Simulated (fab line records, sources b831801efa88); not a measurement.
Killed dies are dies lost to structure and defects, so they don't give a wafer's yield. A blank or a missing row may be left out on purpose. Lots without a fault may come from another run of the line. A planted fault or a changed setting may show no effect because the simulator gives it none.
A struck lot beside a sound one | flow sfq_line | 14 steps out of a route of 325
Sound: wafers L911.2, L911.3, L911.5. Struck: wafer L923.6. (L923.4, L923.5 of the same lot were not struck and are left out.) The cause comes at the end.
At each step with rows: each side's tool, then ch and its chambers, then its first start. Under that, the readings that differ: sound wafers | struck wafers | difference of the means | sigmas: that difference in standard deviations of wafers without a fault.
alike: readings whose means differ by less than 2 such deviations, and words and numbers that are the same on both sides. not compared: withheld readings, readings that some wafer has no value for, bounds like >300 that may hide the same value, and numbers for which the record gives no deviation and whose values overlap.
The two part at a step that has a row with sigmas, a row that says differs or no value, or rows on one side only. Numbers that don't overlap but have no deviation are shown without sigmas and don't part them. A reading that every wafer of one side lacks parts them only if that side has two wafers or more.

SFQ_TRILAYER_I4_CMP_CMP_100: polishes SiO2.
  sound on cmp-01 ch 0,1,3, day 54 15:54; struck on cmp-02 ch 0, day 60 17:26
  alike: motor_current_A, retaining_ring_pressure_frac, time_to_endpoint_s
SFQ_I4_BOW_MEAS_927:
  sound on film_metro-02, day 54 18:55; struck on film_metro-01, day 60 18:30
  alike: I4_BOW
SFQ_TRILAYER_I4_METRO_MEASURE_101:
  sound on film_metro-02, day 54 19:13; struck on film_metro-01, day 60 19:10
  alike: thk_nm
then, 6 steps without rows for these wafers: SFQ_TRILAYER_I4_VIA_LITHO_COAT_108 (resist thk 62 nm); SFQ_TRILAYER_I4_VIA_LITHO_COAT_103 (resist thk 650 nm); SFQ_TRILAYER_I4_VIA_LITHO_SOFTBAKE_107; SFQ_TRILAYER_I4_VIA_LITHO_EXPOSE_104 (exposes mask I4, target cd 700 nm); SFQ_TRILAYER_I4_VIA_LITHO_PEB_106 (peb time 60 s); SFQ_TRILAYER_I4_VIA_LITHO_DEVELOP_105 (time 60 s).
-- the record jumps here: 4 days lie between the struck wafers' starts before and after --
SFQ_I4_OVL_MEAS_928:
  sound on overlay-02, day 60 02:06; struck on overlay-02, day 65 04:53
  alike: I4_OVL
SFQ_TRILAYER_I4_VIA_BARC_OPEN_VIA_ETCH_146: etches BARC in O2, target depth 125 nm, time 41.7 s.
  sound on rie_diel-03 ch 1,2,3, day 60 02:08; struck on rie_diel-04 ch 3, day 65 04:54
  alike: chamber_pressure_mTorr, drypump_motor_current_A, oes_product_au
  not compared: rf_hours_counter_h
SFQ_TRILAYER_I4_VIA_ETCH_VIA_ETCH_106: etches SiO2 in CHF3, stops on Nb, target depth 260 nm.
  sound on rie_diel-03 ch 1,2,3, day 60 02:10; struck on rie_diel-04 ch 3, day 65 04:56
  alike: chamber_pressure_mTorr, drypump_motor_current_A, oes_product_au
SFQ_TRILAYER_I4_VIA_STRIP_STRIP_107: strips in O2.
  sound on rie_metal-04 ch 0,1, day 60 02:17; struck on rie_metal-01 ch 0, day 65 05:16
  reading               | sound             | struck | difference | sigmas
  oes_product_au (a.u.) | 0.997 1.016 1.009 | 0.988  | -0.019     | -2
  overash_fraction      | 0.65 0.65 0.65    | 0.39   | -0.26      |
  alike: chamber_pressure_mTorr, drypump_motor_current_A, platen_temp_c
  not compared: rf_hours_counter_h
then, 1 step without rows for these wafers: SFQ_TRILAYER_I4_VIA_STRIP_SOLV_CLEAN_108 (cleans in NMP, time 600 s).

WHERE THEY PART
Only at SFQ_TRILAYER_I4_VIA_STRIP_STRIP_107, within this record.

WHY: what the simulator had put in
Process parameter drift: rie_metal-01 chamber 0, from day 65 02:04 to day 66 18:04, at SFQ_TRILAYER_I4_VIA_STRIP_STRIP_107. Setting overash_fraction, moved by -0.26, from 0.65. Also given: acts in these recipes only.
